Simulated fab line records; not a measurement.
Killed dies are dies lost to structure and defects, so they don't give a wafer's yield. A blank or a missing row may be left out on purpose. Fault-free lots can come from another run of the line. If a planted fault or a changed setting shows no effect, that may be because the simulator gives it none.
Which tool was responsible? | flow gf180mcu | Sampling: 12 lots, 36 wafers, 5 of 602 route steps

## WHAT THE GAUGES READ, wafer by wafer
GF_STI_BOW_MEAS_00. Usual: INCOMING_BOW -1 um, standard deviation 5.8.
lot  | measured    | on            | INCOMING_BOW (um) | flag
L265 | day 1 10:00 | film-metro-02 | 4 -5 0            |
L266 | day 1 15:00 | film-metro-03 | 3 4 2             |
L269 | day 2 06:00 | film-metro-03 | -4 -3 -4          |
L270 | day 2 11:00 | film-metro-02 | -13 5 7           |
L271 | day 2 16:00 | film-metro-03 | 11 1 2            |
L272 | day 2 21:00 | film-metro-03 | 4 0 -2            |
L275 | day 3 12:01 | film-metro-01 | -5 8 1            |
L282 | day 4 23:00 | film-metro-01 | -6 -1 6           |
L284 | day 5 09:00 | film-metro-03 | 5 -6 4            |
L286 | day 5 19:00 | film-metro-03 | 8 2 -5            |
L287 | day 6 00:00 | film-metro-02 | -2 6 -4           |
L288 | day 6 05:01 | film-metro-01 | -5 -3 8           |

GF_STI_THK_MEAS_30. Usual: STI_OXIDATION_02_THK 10.00 nm, standard deviation 0.16.
lot  | measured    | on            | STI_OXIDATION_02_THK (nm) | flag
L265 | day 2 07:26 | film-metro-03 | 10.08 9.86 9.92           |
L266 | day 2 13:14 | film-metro-03 | 9.67 9.94 9.75            |
L269 | day 3 02:53 | film-metro-03 | 3.80 3.72 3.79            | OFF
L270 | day 3 08:30 | film-metro-01 | 3.63 3.72 3.76            | OFF
L271 | day 3 17:56 | film-metro-02 | 9.92 9.95 9.93            |
L272 | day 3 20:43 | film-metro-01 | 3.72 3.65 3.70            | OFF
L275 | day 4 13:08 | film-metro-02 | 9.93 10.00 9.90           |
L282 | day 5 22:19 | film-metro-02 | 10.10 9.99 10.29          |
L284 | day 6 08:38 | film-metro-01 | 10.21 10.02 10.17         |
L286 | day 6 18:18 | film-metro-03 | 10.18 10.07 10.27         |
L287 | day 6 23:29 | film-metro-03 | 10.11 9.90 10.26          |
L288 | day 7 04:41 | film-metro-02 | 10.00 10.25 10.14         |

GF_MVSD_OVL_MEAS_07. Usual: MVSD_OVL -0.4 nm, standard deviation 1.3.
lot  | measured    | on         | MVSD_OVL (nm)  | flag
L265 | day 4 11:19 | overlay-01 | -0.1 -1.3 -1.4 |
L266 | day 4 17:28 | overlay-02 | 0.0 -0.5 -2.0  |
L269 | day 5 09:26 | overlay-01 | 0.3 -0.2 -0.7  |
L270 | day 5 13:47 | overlay-01 | -1.2 0.1 -0.7  |
L271 | day 6 03:02 | overlay-01 | -2.8 -1.8 -1.8 |
L272 | day 6 03:17 | overlay-02 | -0.3 -0.1 0.2  |
L275 | day 7 01:32 | overlay-01 | -1.2 -0.7 0.1  |
L282 | day 8 14:37 | overlay-01 | -3.6 -0.9 -2.7 |
L284 | day 9 00:53 | overlay-01 | -1.6 -1.3 -1.1 |
L286 | day 9 12:02 | overlay-02 | -1.5 -0.3 -1.2 |
L287 | day 9 17:38 | overlay-02 | 2.3 1.2 -0.5   |
L288 | day 9 23:57 | overlay-01 | 0.7 0.1 1.5    |

## TOOL THAT RAN EACH LOT (tool first, then ch and the chambers of the sampled wafers, then the start)
lot  | GF_STI_OXIDATION_29          | GF_LVPWELL_STRIP_10
L265 | furnace-01 ch 0, day 2 06:02 | plasma-asher-02 ch 0,1, day 3 22:05
L266 | furnace-02 ch 0, day 2 11:50 | plasma-asher-04 ch 0,1, day 4 04:17
L269 | furnace-02 ch 0, day 3 01:29 | plasma-asher-02 ch 0,1, day 4 19:26
L270 | furnace-02 ch 0, day 3 07:07 | plasma-asher-04 ch 0,1, day 5 00:08
L271 | furnace-01 ch 0, day 3 16:33 | plasma-asher-04 ch 0,1, day 5 12:23
L272 | furnace-02 ch 0, day 3 19:19 | plasma-asher-02 ch 0,1, day 5 13:29
L275 | furnace-01 ch 0, day 4 11:44 | plasma-asher-04 ch 0,1, day 6 09:46
L282 | furnace-01 ch 0, day 5 20:55 | plasma-asher-02 ch 0,1, day 7 21:59
L284 | furnace-01 ch 0, day 6 07:15 | plasma-asher-03 ch 0,1, day 8 08:41
L286 | furnace-02 ch 0, day 6 16:55 | plasma-asher-02 ch 0,1, day 8 19:01
L287 | furnace-02 ch 0, day 6 22:05 | plasma-asher-04 ch 0,1, day 9 01:11
L288 | furnace-01 ch 0, day 7 03:17 | plasma-asher-02 ch 0,1, day 9 06:53
- GF_STI_OXIDATION_29: stabilise 600 s, purge 300 s, target thk 10 nm.
- GF_LVPWELL_STRIP_10: strips in O2/N2.

## WHAT THE TOOLS THEMSELVES READ (means of the sampled wafers that have a number; where no wafer has one, the mark that the record gives instead)
GF_STI_OXIDATION_29. Usual: spike-tc-bottom-C 918.0 C, standard deviation 1.8; spike-tc-centre-C 900.6 C, standard deviation 1.5; spike-tc-lower-C 901.2 C, standard deviation 0.89; spike-tc-top-C 910.2 C, standard deviation 2.4; spike-tc-upper-C 900.9 C, standard deviation 1; tube-center-temp-C 900 C, standard deviation 0.082; tube_center_temp_C_max 902.3, standard deviation 0.4; zone-power-upper-pct 18.31 %, standard deviation 0.19.
lot  | tool       | spike-tc-bottom-C (C) | spike-tc-centre-C (C) | spike-tc-lower-C (C) | spike-tc-top-C (C) | spike-tc-upper-C (C) | tube-center-temp-C (C) | tube_center_temp_C_max | zone-power-upper-pct (%) | flag
L265 | furnace-01 | 917.7                 | 902.0                 | 901.4                | 911.5              | 900.4                | 900                    | 902.4                  | 18.01                    |
L266 | furnace-02 | 919.5                 | 899.6                 | 901.1                | 907.6              | 901.9                | 900                    | 902.5                  | 18.45                    |
L269 | furnace-02 | 844.7                 | 823.3                 | 825.6                | 833.4              | 825.5                | 824                    | 826.3                  | 15.29                    | OFF
L270 | furnace-02 | 844.1                 | 825.3                 | 825.0                | 834.0              | 825.1                | 824                    | 827.2                  | 15.30                    | OFF
L271 | furnace-01 | 916.7                 | 902.3                 | 900.5                | 912.2              | 900.0                | 900                    | 902.3                  | 18.36                    |
L272 | furnace-02 | 844.9                 | 824.9                 | 825.0                | 833.5              | 825.9                | 824                    | 826.8                  | 15.39                    | OFF
L275 | furnace-01 | 916.1                 | 901.1                 | 901.0                | 912.8              | 900.5                | 900                    | 902.1                  | 18.36                    |
L282 | furnace-01 | 917.0                 | 902.0                 | 901.0                | 913.0              | 900.1                | 900                    | 902.2                  | 18.12                    |
L284 | furnace-01 | 916.6                 | 901.6                 | 901.7                | 912.6              | 900.0                | 900                    | 902.1                  | 18.23                    |
L286 | furnace-02 | 919.9                 | 899.0                 | 901.2                | 908.2              | 902.0                | 900                    | 901.9                  | 18.22                    |
L287 | furnace-02 | 920.6                 | 898.7                 | 900.9                | 908.4              | 900.9                | 900                    | 902.2                  | 18.29                    |
L288 | furnace-01 | 917.3                 | 902.0                 | 901.5                | 911.2              | 900.9                | 900                    | 902.8                  | 18.31                    |

GF_LVPWELL_STRIP_10. Usual: drypump-motor-current-A 5.72 A, standard deviation 0.11; heater-power-w 348 W, standard deviation 11; oes-product-au 0.723 a.u., standard deviation 0.0049; strip-time-to-endpoint-s 36.96 s, standard deviation 0.086.
lot  | tool            | drypump-motor-current-A (A) | heater-power-w (W) | oes-product-au (a.u.) | strip-time-to-endpoint-s (s) | flag
L265 | plasma-asher-02 | 5.62                        | 345                | 0.720                 | 36.92                        |
L266 | plasma-asher-04 | 5.77                        | 346                | 0.722                 | 37.01                        |
L269 | plasma-asher-02 | 5.70                        | 343                | 0.720                 | 36.97                        |
L270 | plasma-asher-04 | 5.81                        | 350                | 0.721                 | 37.02                        |
L271 | plasma-asher-04 | 5.76                        | 353                | 0.721                 | 36.98                        |
L272 | plasma-asher-02 | 5.61                        | 342                | 0.725                 | 36.89                        |
L275 | plasma-asher-04 | 5.77                        | 351                | 0.726                 | 36.99                        |
L282 | plasma-asher-02 | 5.62                        | 341                | 0.724                 | 36.88                        |
L284 | plasma-asher-03 | 5.68                        | 350                | 0.728                 | 36.78                        |
L286 | plasma-asher-02 | 5.71                        | 353                | 0.722                 | 36.97                        |
L287 | plasma-asher-04 | 5.75                        | 348                | 0.724                 | 37.03                        |
L288 | plasma-asher-02 | 5.71                        | 345                | 0.725                 | 37.01                        |

## THE ANSWER, worked out from the rows above alone
Rule: a lot is off if the mean of its wafers that have a number lies more than 3 standard deviations from the usual mean. Also off: a lot with no number at a reading for which 4 or more lots have one. Any other lot the step has rows for is counted as sound. First the gauges in route order, then the tools' own readings, where a lot's mean is used as printed above. At the first step where some lot is off, the reading lying furthest off is the one used; lots without a number count as furthest.
Off: L269, L270, L272, at GF_STI_THK_MEAS_30 (STI_OXIDATION_02_THK).
If a tool, at a process step before that reading, ran all the lots that are off and no sound lot after the first of them, it fits. Not tried: the gauges at GF_STI_THK_MEAS_30; whatever is off there is also off at GF_STI_OXIDATION_29, on other tools, and gauge error can't account for it. Of those tried, none fits.

## WHAT HAD BEEN PUT IN BY THE SIMULATOR
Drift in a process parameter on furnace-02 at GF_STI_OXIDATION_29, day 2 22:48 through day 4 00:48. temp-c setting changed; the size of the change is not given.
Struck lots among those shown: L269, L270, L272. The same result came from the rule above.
